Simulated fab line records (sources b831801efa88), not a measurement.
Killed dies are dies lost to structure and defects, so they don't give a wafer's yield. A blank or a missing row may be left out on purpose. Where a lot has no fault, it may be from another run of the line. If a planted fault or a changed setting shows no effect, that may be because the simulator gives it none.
Code-filled problem report in 8D (eight disciplines) form | flow sfq_line | the parts of the form that need people (team, actions taken, sign-off) are left out

## 1. WHAT IS WRONG
thk_nm at SFQ_TRILAYER_I2_METRO_MEASURE_065 reads a mean of 220.1 nm on 1 wafer of 1 lot; wafers without a fault read 200.2 nm with a standard deviation of 0.91. Measured from the usual mean, that is +22 standard deviations.
The first sign was on wafer L737.1 at day 36 00:54, on film_metro-04. Wafers with a number at this step in the record: 38, from 13 lots. Rule for "out" (also "out of limits"): further than 4 standard deviations from the usual mean. The rest of the wafers with a number are treated as sound.

## 2. WHAT THIS IS AND IS NOT
question                    | is                | is not
which readings at this step | thk_nm            | -
which lots                  | L737              | L724, L725, L726, L727, L728, L729, L730, L732, L734, L741, L743, L744
which wafers of those lots  | L737.1            | L737.5
read on which tools         | film_metro-04     | film_metro-01, film_metro-02
when                        | from day 36 00:54 | up to then (28 sound wafers); but 9 sound wafers of L741, L743, L744 came after

## 3. THE SUSPECTS, EACH WITH WHAT RULES IT OUT
Counting: a tool at a process step up to the reading stays a suspect if it ran every lot that is out. Sound lots after the first of them don't rule it out here, since some wafers of a struck lot are sound.
- cmp-01 at SFQ_TRILAYER_I2_CMP_CMP_064 (polishes SiO2): kept. L737, the lot that is out, went through it at day 35 21:47; up to then, the latest sound lot through it was L734 at day 35 00:47.
- film_metro-04 at SFQ_TRILAYER_I2_METRO_MEASURE_065: kept. L737, the lot that is out, went through it at day 36 00:54; up to then, the latest sound lot through it was L732 at day 34 03:08. Its own thk_nm readings are out on those wafers.
The count leaves film_metro-04 at SFQ_TRILAYER_I2_METRO_MEASURE_065 and cmp-01 at SFQ_TRILAYER_I2_CMP_CMP_064.

## 4. THE CAUSE (what the simulator had put in)
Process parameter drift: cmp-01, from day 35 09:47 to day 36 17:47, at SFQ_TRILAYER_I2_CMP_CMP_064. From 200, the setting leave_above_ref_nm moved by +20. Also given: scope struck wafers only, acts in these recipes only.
Counting leaves 2 suspects; this tool is one of them.

## 5. SEQUENCE OF EFFECTS, ordered by route
Each row: a reading where the mean over the struck wafers with a number is more than 3 standard deviations away from the usual. Only readings whose record carries a usual standard deviation are examined. hours: median over the lots of the time between each lot's start at the first step of this table that gives one and its start at this step. sigmas: the change, counted in usual standard deviations.
hours | step                                  | reading        | usual      | on struck wafers | change | sigmas
0     | SFQ_TRILAYER_I2_METRO_MEASURE_065     | thk_nm         | 200.2 nm   | 220.1            | +19.9  | +22
123   | SFQ_TRILAYER_I2_VIA_ETCH_VIA_ETCH_070 | oes_product_au | 0.855 a.u. | 0.901            | +0.046 | +9.0
The process steps in it:
- SFQ_TRILAYER_I2_METRO_MEASURE_065
- SFQ_TRILAYER_I2_VIA_ETCH_VIA_ETCH_070: etches SiO2 in CHF3, stops on Nb, target depth 260 nm.
At these later measuring or inspecting steps, every struck wafer for which the step has a row has a number for every such reading, and none has moved that far: SFQ_I5_OVL_MEAS_936.

## 6. HOW IT WOULD HAVE BEEN CAUGHT EARLIER
The fault began at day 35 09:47; the first out-of-limits reading in this record came at day 36 00:54, 15 hours later.
An alarm limit of 4 standard deviations would not have fired on the tool readings at SFQ_TRILAYER_I2_CMP_CMP_064 for which the record gives a usual standard deviation, since none of them was out on any struck wafer.
By day 36 00:54 the whole set of lots that are out, 1 in number, had already begun SFQ_TRILAYER_I2_CMP_CMP_064 on cmp-01. None of them would have been spared by holding the tool at that moment.
